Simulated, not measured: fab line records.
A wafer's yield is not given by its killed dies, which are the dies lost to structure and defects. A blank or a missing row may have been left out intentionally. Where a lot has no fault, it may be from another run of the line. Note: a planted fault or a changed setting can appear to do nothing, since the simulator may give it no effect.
fab line records | flow sky130
record: lots: 7 wafers: 21 last_day: 50
route steps=708 shown LI_CONTACT@371 PAD_OPEN@708
lots untouched by any fault: they come from a run of this same line in which no faults occurred
start_h: the number of hours between the record's first day and the start of the first shown wafer of the lot | wait_h: time in hours since the lot's previous step | " identical to the entry in the row above | L1.1+2: a single row standing in for several wafers | - either no value or no given start | * or withheld: withheld | < > ~ a bound
route shown NAME@n: NAME is a module with steps in the file, n the number in the route of the first one | usual: average and standard deviation across the fault-free wafers | same: alike in all rows | chamber/n: place in a boat | sites: the reading at each site | _std_site: standard deviation of those values | _edge_site: outer sites' mean less inner sites' | radius_mm: for every site, how far away it sits from the centre of the wafer | mask NAME#n: copy n | behind: the most recent tool/chamber to have shaped the wafer | hold: what put the lot on hold/how long, in hours/how the hold closed | device: whichever transistor did not switch (one of n, p or np) | end of line: the same wafers' tests at the end of the route | a step with no rows: only its recipe | killed: dies that structure and defects cost at the first sort, which is not the same as the wafer's yield | map: shows each die of a wafer: x if killed, . if not, _ if none is there
set.NAME: the run value of the setting; set.NAME@STEP: its run value at that earlier step | model.NAME: the simulator's own value behind a step, which no gauge read
lots at some steps of the route; a table a step, a row a wafer
services: when a tool's chamber went out of use (start_h, in hours from the record's first day, below 0 if earlier), for how many hours, and the reason
== steps ==
step: SKY_LI_CONTACT_EXPOSE_09
recipe: mask_id: LICM1 na: 0.8 source_shape: annular sigma_inner: 0.55 sigma_outer: 0.85 target_cd_nm: 170 dose_mj: 38
step: SKY_LI_CONTACT_PEB_10
recipe: peb_temp_c: withheld peb_time_s: withheld resist: KrF-thick
step: SKY_LI_CONTACT_DEVELOP_11
recipe: develop_time_s: 60 resist: KrF-thick dev_temp_c: 21
step: SKY_LI_CONTACT_CD_MEAS_12
recipe: target_cd_nm: 170
usual: cd_nm: 170.4/1.4
columns lot.wafer tool chamber start_h wait_h cd_nm
L720.3 cd_sem-01 - 714.21 - 168.1
L720.4 " - " " 170.6
L720.5 " - " " 171.1
L725.1 cd_sem-02 - 758.47 - 171.9
L725.2 " - " " 172.8
L725.5 " - " " 174.0
L726.1 cd_sem-01 - 761.92 - 171.8
L726.2 " - " " 170.5
L726.4 " - " " 171.2
L727.1 cd_sem-02 - 771.87 - 170.3
L727.3 " - " " 168.8
L727.4 " - " " 170.7
L734.1 cd_sem-02 - 824.17 - 170.3
L734.5 " - " " 170.7
L734.6 " - " " 171.6
L736.3 cd_sem-01 - 835.76 - 171.0
L736.4 " - " " 169.8
L736.5 " - " " 171.7
L737.1 cd_sem-01 - 843.22 - 171.1
L737.3 " - " " 171.3
L737.4 " - " " 170.4
step: SKY_LI_CONTACT_OVL_MEAS_13
usual: LI_CONTACT_OVL: -4/5.5
columns lot.wafer tool chamber start_h wait_h LI_CONTACT_OVL[nm]
L720.3 overlay-02 - 714.30 0.1 6
L720.4 " - " " 1
L720.5 " - " " -1
L725.1 overlay-01 - 758.59 0.1 -6
L725.2 " - " " -1
L725.5 " - " " 5
L726.1 overlay-02 - 762.04 0.1 -9
L726.2 " - " " -1
L726.4 " - " " -4
L727.1 overlay-01 - 771.99 0.1 -1
L727.3 " - " " -6
L727.4 " - " " 3
L734.1 overlay-01 - 824.29 0.1 -14
L734.5 " - " " -13
L734.6 " - " " -8
L736.3 overlay-01 - 835.85 0.1 0
L736.4 " - " " -5
L736.5 " - " " -4
L737.1 overlay-01 - 843.34 0.1 2
L737.3 " - " " 0
L737.4 " - " " -8
step: SKY_LI_CONTACT_ETCH_14
recipe: chemistry: N2/H2 target: BARC ion_energy_ev: 200 source_w: 500 bias_w: 100 pressure_mtorr: 30 n2_flow_sccm: 100 h2_flow_sccm: 200 stop_on: SiO2 time_s: 45.9 target_depth_a: 600
usual: drypump_motor_current_A: 5.7/0.42 oes_product_au: 0.846/0.0044 throttle_valve_pct: 13.224/0.0081
same: time_s: 45.9
columns lot.wafer tool chamber start_h wait_h drypump_motor_current_A oes_product_au rf_hours_counter_h throttle_valve_pct
L720.3 rie_diel-02 0 714.32 0.0 5.1 0.849 2 13.234
L720.4 " 1 " " 5.8 0.840 14 13.216
L720.5 " 1 " " 5.8 0.840 - 13.226
L725.1 rie_diel-02 0 758.62 0.0 5.0 0.846 3 13.228
L725.2 " 3 " " 6.0 0.844 6 13.209
L725.5 " 0 " " 5.0 0.840 - 13.211
L726.1 rie_diel-02 2 762.08 0.0 6.4 0.846 2 13.214
L726.2 " 3 " " 6.0 0.849 6 13.216
L726.4 " 1 " " 5.8 0.846 15 13.211
L727.1 rie_diel-03 2 772.02 0.0 5.2 0.841 21 13.236
L727.3 " 0 " " 6.1 0.845 7 13.239
L727.4 " 3 " " 5.3 0.845 18 13.209
L734.1 rie_diel-02 0 824.32 0.0 5.1 0.852 4 13.221
L734.5 " 0 " " 5.1 0.839 - 13.230
L734.6 " 1 " " 5.8 0.837 - 13.231
L736.3 rie_diel-03 2 835.88 0.0 5.2 0.845 23 13.215
L736.4 " 1 " " 5.8 0.841 13 13.228
L736.5 " 1 " " 5.8 0.843 - 13.216
L737.1 rie_diel-04 3 843.37 0.0 5.2 0.848 18 13.212
L737.3 " 1 " " 6.1 0.842 4 13.216
L737.4 " 0 " " 5.8 0.849 14 13.209
step: SKY_LI_CONTACT_ETCH_15
recipe: target: PSG chemistry: C4F8/O2/Ar stop_on: Si taper_deg: 4.15 mask_material: KrF-thick source_w: 1500 bias_w: 1200 pressure_mtorr: 40 c4f8_flow_sccm: withheld O2_flow_sccm: 6 Ar_flow_sccm: 300 time_s: withheld target_depth_a: 6000
usual: oes_product_au: 0.838/0.0046
columns lot.wafer tool chamber start_h wait_h oes_product_au
L720.3 rie_diel-02 0 714.36 0.0 0.843
L720.4 " 1 " " 0.840
L720.5 " 1 " " 0.829
L725.1 rie_diel-02 0 758.66 0.0 0.835
L725.2 " 3 " " 0.834
L725.5 " 0 " " 0.836
L726.1 rie_diel-02 2 762.12 0.0 0.833
L726.2 " 3 " " 0.840
L726.4 " 1 " " 0.839
L727.1 rie_diel-03 2 772.06 0.0 0.844
L727.3 " 0 " " 0.843
L727.4 " 3 " " 0.835
L734.1 rie_diel-02 0 824.37 0.0 0.838
L734.5 " 0 " " 0.839
L734.6 " 1 " " 0.831
L736.3 rie_diel-03 2 835.92 0.0 0.835
L736.4 " 1 " " 0.839
L736.5 " 1 " " 0.837
L737.1 rie_diel-04 3 843.42 0.0 0.836
L737.3 " 1 " " 0.835
L737.4 " 0 " " 0.844
step: SKY_LI_CONTACT_STRIP_16
recipe: chemistry: O2/N2 power_w: 1400 pressure_mtorr: 1500 platen_temp_c: withheld o2_flow_sccm: 3000 n2_flow_sccm: 300 overash_fraction: 0.5
usual: drypump_motor_current_A: 6.0/0.58 oes_product_au: 0.376/0.0048 strip_time_to_endpoint_s: 3.49/0.041
columns lot.wafer tool chamber start_h wait_h drypump_motor_current_A oes_product_au rf_hours_counter_h strip_time_to_endpoint_s
L720.3 plasma_asher-01 1 714.48 - 6.4 0.375 - 3.46
L720.4 " 0 " " 5.0 0.367 - 3.52
L720.5 " 1 " " 6.4 0.379 - 3.51
L725.1 plasma_asher-02 1 758.75 - 6.0 0.376 91 3.40
L725.2 " 0 " " 6.1 0.380 91 3.48
L725.5 " 1 " " 6.0 0.370 - 3.41
L726.1 plasma_asher-02 0 762.20 - 6.2 0.382 91 3.54
L726.2 " 1 " " 6.0 0.376 91 3.49
L726.4 " 1 " " 6.0 0.374 - 3.51
L727.1 plasma_asher-03 1 772.15 - 6.3 0.377 3 3.46
L727.3 " 0 " " 6.5 0.378 - 3.42
L727.4 " 1 " " 6.3 0.377 - 3.50
L734.1 plasma_asher-01 0 824.45 - 4.9 0.367 37 3.43
L734.5 " 0 " " 5.0 0.375 - 3.46
L734.6 " 1 " " 6.4 0.379 - 3.55
L736.3 plasma_asher-01 1 836.04 - 6.5 0.370 - 3.46
L736.4 " 0 " " 5.0 0.380 - 3.49
L736.5 " 1 " " 6.4 0.378 - 3.51
L737.1 plasma_asher-02 0 843.50 - 6.1 0.383 100 3.55
L737.3 " 1 " " 6.0 0.382 - 3.54
L737.4 " 0 " " 6.1 0.367 - 3.51
step: SKY_LI_CONTACT_CLEAN_17
recipe: chemistry: NMP time_s: 600 temp_c: 60 dry: n2_spin
step: SKY_LI_CONTACT_PRE_CLEAN_18
recipe: gas: Ar time_s: 5.6 bias_v: 358
step: SKY_LI_CONTACT_SPUTTER_19
recipe: material: Ti target_thk_nm: 20 chamber_pressure_pa: 5 power_w: 2500 substrate_temp_c: 200 time_s: 106.37
usual: chamber_pressure_pa: 5.000/0.01 substrate_temp_c: 200.01/0.15 throttle_valve_pct: 29.7/0.75
same: time_s: 106.37
columns lot.wafer tool chamber start_h wait_h chamber_pressure_pa substrate_temp_c throttle_valve_pct
L720.3 pvd_sputter-02 - 714.74 0.0 5.003 199.85 29.2
L720.4 " - " " 5.008 200.31 29.2
L720.5 " - " " 5.004 199.95 29.4
L725.1 pvd_sputter-02 - 759.04 0.0 4.983 200.19 29.5
L725.2 " - " " 4.993 199.88 29.9
L725.5 " - " " 5.007 199.92 29.2
L726.1 pvd_sputter-04 - 762.53 0.0 4.997 200.12 30.5
L726.2 " - " " 4.989 199.99 31.6
L726.4 " - " " 4.999 200.15 28.9
L727.1 pvd_sputter-02 - 772.46 0.0 5.006 199.92 30.1
L727.3 " - " " 5.025 200.00 29.1
L727.4 " - " " 5.011 200.13 29.1
L734.1 pvd_sputter-04 - 824.75 0.0 5.015 199.99 31.3
L734.5 " - " " 5.005 200.16 28.9
L734.6 " - " " 5.003 200.25 31.3
L736.3 pvd_sputter-02 - 836.51 0.0 5.008 199.87 29.9
L736.4 " - " " 5.030 199.99 29.5
L736.5 " - " " 5.010 199.86 29.1
L737.1 pvd_sputter-01 - 843.80 0.0 4.993 200.05 30.4
L737.3 " - " " 4.985 200.12 31.4
L737.4 " - " " 4.998 200.02 29.9
step: SKY_LI_CONTACT_SPUTTER_20
recipe: material: TiN target_thk_nm: 20 chamber_pressure_pa: 5 power_w: 4000 time_s: 80
step: SKY_LI_CONTACT_CVD_21
recipe: material: W target_thk_nm: 400 time_s: 120.56 temp_c: 400 pressure_torr: 40
usual: heater_power_w: 824/28 susceptor_temp_C: 400.06/0.22
same: time_s: 120.56
columns lot.wafer tool chamber start_h wait_h heater_power_w susceptor_temp_C model.W_of_LI_CONTACT_CVD_21.thk_nm
L720.3 cvd_w-02 0 714.92 0.1 868 399.99 393.6
L720.4 " 1 " " 804 399.85 393
L720.5 " 1 " " 809 399.78 398.3
L725.1 cvd_w-01 1 759.18 0.0 796 398.27 383
L725.2 " 0 " " 799 398.26 385
L725.5 " 0 " " 814 398.16 382
L726.1 cvd_w-01 1 762.67 0.0 821 398.34 388.4
L726.2 " 0 " " 810 398.08 394.3
L726.4 " 1 " " 794 398.06 395.9
L727.1 cvd_w-01 1 772.60 0.0 819 397.95 384.6
L727.3 " 1 " " 821 397.56 386.1
L727.4 " 0 " " 795 397.64 388.4
L734.1 cvd_w-02 1 824.88 0.0 805 399.97 404.4
L734.5 " 0 " " 881 400.07 411.2
L734.6 " 1 " " 800 400.02 404.3
L736.3 cvd_w-01 0 836.69 0.1 792 399.90 396.2
L736.4 " 1 " " 844 399.75 398.9
L736.5 " 0 " " 806 400.10 397.9
L737.1 cvd_w-02 1 843.93 0.0 814 399.98 397.7
L737.3 " 0 " " 865 400.11 408
L737.4 " 1 " " 811 399.91 397.3
step: SKY_LI_CONTACT_RS_MEAS_22
recipe: thk_meas_gauge: four-point-probe reads: W_of_LI_CONTACT_CVD_21+TiN_of_LI_CONTACT_SPUTTER_20+Ti_of_LI_CONTACT_SPUTTER_19
usual: LI_CONTACT_W_RS: 0.2835/0.0027
columns lot.wafer tool chamber start_h wait_h LI_CONTACT_W_RS[ohm/sq]
L720.3 film_metro-04 - 715.05 0.1 0.2899
L720.4 " - " " 0.2895
L720.5 " - " " 0.2855
L725.1 film_metro-04 - 759.31 0.1 0.2973
L725.2 " - " " 0.2948
L725.5 " - " " 0.2976
L726.1 film_metro-04 - 762.80 0.1 0.2931
L726.2 " - " " 0.2880
L726.4 " - " " 0.2877
L727.1 film_metro-04 - 772.72 0.1 0.2957
L727.3 " - " " 0.2947
L727.4 " - " " 0.2931
L734.1 film_metro-02 - 825.01 0.1 0.2821
L734.5 " - " " 0.2773
L734.6 " - " " 0.2812
L736.3 film_metro-02 - 836.81 0.1 0.2875
L736.4 " - " " 0.2859
L736.5 " - " " 0.2864
L737.1 film_metro-02 - 844.06 0.1 0.2866
L737.3 " - " " 0.2786
L737.4 " - " " 0.2870
step: SKY_LI_CONTACT_THK_MEAS_23
recipe: thk_meas_gauge: xrf reads: W_of_LI_CONTACT_CVD_21
usual: LI_CONTACT_W_THK: 398/6.7
columns lot.wafer tool chamber start_h wait_h LI_CONTACT_W_THK[nm]
L720.3 film_metro-04 - 715.15 0.1 385
L720.4 " - " " 382
L720.5 " - " " 388
L725.1 film_metro-04 - 759.43 0.1 374
L725.2 " - " " 375
L725.5 " - " " 375
L726.1 film_metro-04 - 762.92 0.1 377
L726.2 " - " " 385
L726.4 " - " " 386
L727.1 film_metro-04 - 772.84 0.1 378
L727.3 " - " " 376
L727.4 " - " " 381
L734.1 film_metro-02 - 825.13 0.1 404
L734.5 " - " " 411
L734.6 " - " " 407
L736.3 film_metro-02 - 836.91 0.1 397
L736.4 " - " " 399
L736.5 " - " " 399
L737.1 film_metro-02 - 844.18 0.1 401
L737.3 " - " " 413
L737.4 " - " " 404
step: SKY_LI_CONTACT_CMP_24
recipe: stop_on: PSG t_overpolish_s: 20 down_force_psi: 3.5 platen_rpm: 60 target_thk_nm: 0 pad_velocity_m_s: 0.94248
usual: motor_current_A: 11.1/1.2 overpolish_run_s: 20.001/0.0098 slurry_flow_ml_min: 150.0/0.44 time_to_endpoint_s: 98/5.3
same: t_overpolish_s: 20
columns lot.wafer tool chamber start_h wait_h motor_current_A overpolish_run_s slurry_flow_ml_min time_to_endpoint_s
L720.3 cmp-01 1 715.19 0.0 11.6 19.997 150.0 92
L720.4 " 3 " " 10.6 20.005 149.8 100
L720.5 " 1 " " 11.6 19.993 149.9 94
L725.1 cmp-02 1 759.59 0.1 11.4 19.996 150.2 100
L725.2 " 2 " " 10.4 19.992 150.1 97
L725.5 " 0 " " 14.2 20.003 150.4 94
L726.1 cmp-02 3 763.03 0.1 9.7 19.994 149.7 100
L726.4 " 0 " " 14.7 20.010 150.0 95
L726.2 " 1 " " 11.3 20.018 149.3 105
L727.3 cmp-02 2 772.95 0.1 10.6 19.989 150.1 100
L727.1 " 3 " " 10.0 20.003 150.3 100
L727.4 " 0 " " 14.9 19.986 149.7 93
L734.1 cmp-01 1 825.19 0.1 10.9 20.002 149.1 92
L734.5 " 1 " " 11.3 20.003 149.7 93
L734.6 " 2 " " 10.5 19.992 149.8 104
L736.4 cmp-02 2 836.95 0.0 10.1 20.005 150.9 98
L736.3 " 0 " " 14.3 19.995 150.6 91
L736.5 " 3 " " 9.6 20.006 150.2 95
L737.4 cmp-01 0 844.24 0.0 11.2 19.995 149.7 90
L737.3 " 1 " " 11.5 19.976 151.1 95
L737.1 " 3 " " 10.7 20.017 150.0 101
step: SKY_PAD_OPEN_PROBE_99
usual: killed_at_M0_to_M3: 44/7.1 killed_at_M4_up: 3/1.6 killed_at_contacts: 24/5.4 killed_at_front_end: 15/4.7 killed_at_other: 0.3/0.51 killed_dies: 87/9.9 killed_open: 48/7.6 killed_short: 39/6.3
same: gross_dies: 492 killed_at_back_side: 0
columns lot.wafer tool chamber start_h wait_h killed_at_M0_to_M3 killed_at_M4_up killed_at_contacts killed_at_front_end killed_at_other killed_dies killed_open killed_short
L725.1 prober-02 - 1136.24 0.1 33 2 26 20 0 81 50 31
L725.2 prober-02 - 1136.29 0.1 42 6 22 14 0 84 42 42
L725.5 prober-02 - 1136.44 0.2 42 4 18 8 1 73 41 32
L726.1 prober-02 - 1137.99 0.1 49 5 25 18 0 97 54 43
L726.2 prober-02 - 1138.04 0.1 43 3 31 23 1 101 56 45
L726.4 prober-02 - 1138.14 0.2 59 1 29 11 1 101 53 48
killed by level:class
L725.1 VIA1:geometric_particle:open=9 FIELD_ISO:geometric_particle:open=8 VIA2:geometric_particle:open=8 CONTACT:geometric_particle:open=8 LI_CONTACT:geometric_particle:open=7 CONTACT:geometric_particle:short=5 POLY_GATE:geometric_particle:short=4 LOCAL_INTERCONNECT:geometric_particle:short=4
L725.2 VIA1:geometric_particle:open=11 CONTACT:geometric_particle:open=8 METAL2:geometric_particle:short=8 CONTACT:geometric_particle:short=6 LI_CONTACT:geometric_particle:open=6 FIELD_ISO:geometric_particle:short=5 METAL4:geometric_particle:short=5 VIA1:geometric_particle:short=5
L725.5 VIA1:geometric_particle:open=14 METAL1:geometric_particle:short=11 CONTACT:geometric_particle:open=6 VIA3:geometric_particle:open=4 VIA2:geometric_particle:open=4 VIA3:geometric_particle:short=4 FIELD_ISO:geometric_particle:open=3 LI_CONTACT:geometric_particle:open=3
L726.1 VIA1:geometric_particle:open=12 POLY_GATE:geometric_particle:open=7 LI_CONTACT:geometric_particle:open=7 VIA2:geometric_particle:open=7 VIA3:geometric_particle:open=7 METAL2:geometric_particle:short=6 CONTACT:geometric_particle:short=6 CONTACT:geometric_particle:open=6
L726.2 VIA1:geometric_particle:open=16 CONTACT:geometric_particle:open=14 FIELD_ISO:geometric_particle:short=6 VIA1:geometric_particle:short=6 LI_CONTACT:geometric_particle:open=6 CONTACT:geometric_particle:short=6 FIELD_ISO:geometric_particle:open=5 POLY_GATE:geometric_particle:short=5
L726.4 VIA1:geometric_particle:open=15 VIA1:geometric_particle:short=12 LI_CONTACT:geometric_particle:open=9 CONTACT:geometric_particle:open=8 VIA3:geometric_particle:open=7 VIA2:geometric_particle:open=7 METAL2:geometric_particle:short=6 LOCAL_INTERCONNECT:geometric_particle:short=5
== services ==
columns tool chamber start_h hours kind
cmp-02 - 696.18 4.3 repair
cmp-02 - 716.21 0.9 repair
rie_diel-03 - 724.92 1.6 repair
cmp-01 - 744.06 4.0 pm
pvd_sputter-04 - 744.15 6.1 repair
rie_diel-03 0 755.05 2.0 repair
plasma_asher-01 - 760.83 9.1 repair
cmp-01 - 763.54 4.0 pm
pvd_sputter-02 - 768.92 1.3 repair
rie_diel-03 - 769.78 0.2 repair
pvd_sputter-04 - 775.43 6.5 repair
rie_diel-03 - 776.04 0.5 repair
plasma_asher-01 - 779.11 2.8 pm
pvd_sputter-02 - 784.41 3.3 repair
rie_diel-04 - 787.36 0.3 repair
rie_diel-04 1 789.21 6.0 repair
cvd_w-01 - 792.15 0.9 repair
pvd_sputter-02 - 798.60 5.5 repair
cmp-02 - 801.90 0.3 repair
rie_diel-03 2 807.17 1.8 repair
rie_diel-03 0 816.13 8.8 repair
cvd_w-01 - 826.56 2.8 pm
cmp-01 - 839.18 0.9 repair
cvd_w-01 1 842.30 2.7 repair
== key ==
first_sign: step: SKY_LI_CONTACT_CVD_21 reading: susceptor_temp_C direction: down sigmas: 9.4 usual: * struck: *
effect: step: SKY_LI_CONTACT_RS_MEAS_22 reading: LI_CONTACT_W_RS direction: up sigmas: 3.7 usual: 0.2835 struck: 0.2936
effect: step: SKY_LI_CONTACT_THK_MEAS_23 reading: LI_CONTACT_W_THK direction: down sigmas: 3 usual: 398 struck: 378
model_effect: step: SKY_LI_CONTACT_CVD_21 value: W_of_LI_CONTACT_CVD_21.thk_nm without: 402.1 struck: 387.5
met_at SKY_LI_CONTACT_CVD_21
struck_wafers L725.1,L725.2,L725.5,L726.1,L726.2,L726.4,L727.1,L727.3,L727.4
tester_left_out L725,L726,L727
fault: kind: process_parameter_drift tool: cvd_w-01 chamber: - onset_h: 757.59 steps: SKY_LI_CONTACT_CVD_21 channel: temp_c offset: * shape: step end_h: 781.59 acts_in: * stated: *
tester_left_out: of these lots the tester's yield and bins aren't shown, on N5 and GAA mostly nor the transistor test; their killed dies are dies lost to structure and defects alone, not to doping, threshold or leakage, so they don't give the yield
